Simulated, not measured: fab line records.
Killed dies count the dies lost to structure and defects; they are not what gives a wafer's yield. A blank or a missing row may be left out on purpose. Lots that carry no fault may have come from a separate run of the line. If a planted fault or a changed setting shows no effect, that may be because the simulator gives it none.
A struck lot beside a sound one + flow sky130 + 16 out of 708 route steps
Sound: the wafers L439.1, L439.5, L439.6. Struck: wafer L457.4; the same lot's L457.2 was not struck, so it is left out; see the end for the cause.
Per side, at each step with rows, come the tool, then ch with its chambers, and then its first start. Under that, the readings that differ: sound wafers + struck wafers + difference of the means + sigmas: that difference in standard deviations of wafers without a fault.
alike: same words and numbers on both sides, and readings whose means sit less than 2 such deviations apart. not compared: any withheld reading, any reading some wafer has no value for, any bound like >300 that may hide the same value, and any number with overlapping values for which the record gives no deviation.
The two part at a step that has a row with sigmas, a row that says differs or no value, or rows on one side only. Numbers that have no deviation but don't overlap get no sigmas and don't part them. Lack of a reading on every wafer of one side parts them only where that side has two or more wafers.

SKY_VIA3_CMP_02: polishes SiO2.
  sound on cmp-01 ch 2,3, day 40 02:22; struck on cmp-01 ch 3, day 44 04:52
  alike: motorCurrentA
SKY_VIA3_BOW_MEAS_03:
  sound on filmMetro-02 at day 40 02:37; struck on filmMetro-01 at day 44 05:08
  alike: VIA3_BOW
then, 8 steps without rows for these wafers: SKY_VIA3_DEHYDRATE_04 (time 60 s); SKY_VIA3_HMDS_05 (prime time 60 s); SKY_VIA3_COAT_06 (resist thk 60 nm); SKY_VIA3_COAT_07 (resist thk 450 nm); SKY_VIA3_SOFTBAKE_08 (time 90 s); SKY_VIA3_EXPOSE_09 (exposes mask VIM3, target cd 200 nm); SKY_VIA3_PEB_10; SKY_VIA3_DEVELOP_11 (develop time 60 s).
SKY_VIA3_CD_MEAS_12: the cd target is 200 nm.
  sound on cdSem-02 at day 41 03:22; struck on cdSem-02 at day 45 02:53
  alike: cdNm
SKY_VIA3_OVL_MEAS_13:
  sound on overlay-01 at day 41 03:29; struck on overlay-01 at day 45 03:00
  alike: VIA3_OVL
SKY_VIA3_ETCH_14: etches BARC in N2/H2, stops on SiO2, time 45.9 s, target depth 60 nm.
  sound on rieDiel-04 ch 1,3, day 41 03:31; struck on rieDiel-04 ch 1, day 45 03:02
| reading                                    | sound             | struck | difference | sigmas |
|--------------------------------------------|-------------------|--------|------------|--------|
| oesProductAu (a.u.)                        | 0.855 0.850 0.852 | 0.958  | +0.106     | +22    |
| runLengthS (s)                             | 73.9 74.3 74.5    | 69.6   | -4.6       | -10    |
| model.KrF-thick_of_VIA3_COAT_07.thkNm (nm) | 392.1 392.6 390.9 | 397.6  | +5.7       |        |
  alike: drypumpMotorCurrentA, h2FlowSccm, n2FlowSccm, throttleValvePct
  not compared: rfHoursCounterH
SKY_VIA3_ETCH_15: etches SiO2 in C4F8/O2/Ar, stops on TiN, target depth 507 nm, time 78 s.
  sound on rieDiel-04 ch 1,3, day 41 03:34; struck on rieDiel-04 ch 1, day 45 03:04
| reading                                    | sound             | struck | difference | sigmas |
|--------------------------------------------|-------------------|--------|------------|--------|
| model.KrF-thick_of_VIA3_COAT_07.thkNm (nm) | 291.5 290.5 289.6 | 296.5  | +6.0       |        |
  alike: oesProductAu, runLengthS
  not compared: rfHoursCounterH
SKY_VIA3_STRIP_16: strips in O2/N2.
  sound on plasmaAsher-01 ch 0,1, day 41 03:37; struck on plasmaAsher-03 ch 0, day 45 03:08
| reading                  | sound             | struck | difference | sigmas |
|--------------------------|-------------------|--------|------------|--------|
| oesProductAu (a.u.)      | 0.398 0.401 0.394 | 0.414  | +0.016     | +4     |
| stripTimeToEndpointS (s) | 4.130 4.117 4.115 | 4.184  | +0.063     | +3     |
  alike: drypumpMotorCurrentA, n2FlowSccm
  not compared: rfHoursCounterH
then, 1 step without rows for these wafers: SKY_PAD_OPEN_PROBE_99.

== WHERE THEY PART ==
First at SKY_VIA3_ETCH_14; last, within this record, at SKY_VIA3_STRIP_16.

WHY: whatever the simulator had introduced
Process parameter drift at SKY_VIA3_ETCH_14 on rieDiel-04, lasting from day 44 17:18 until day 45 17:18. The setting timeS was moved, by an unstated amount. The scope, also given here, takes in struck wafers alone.
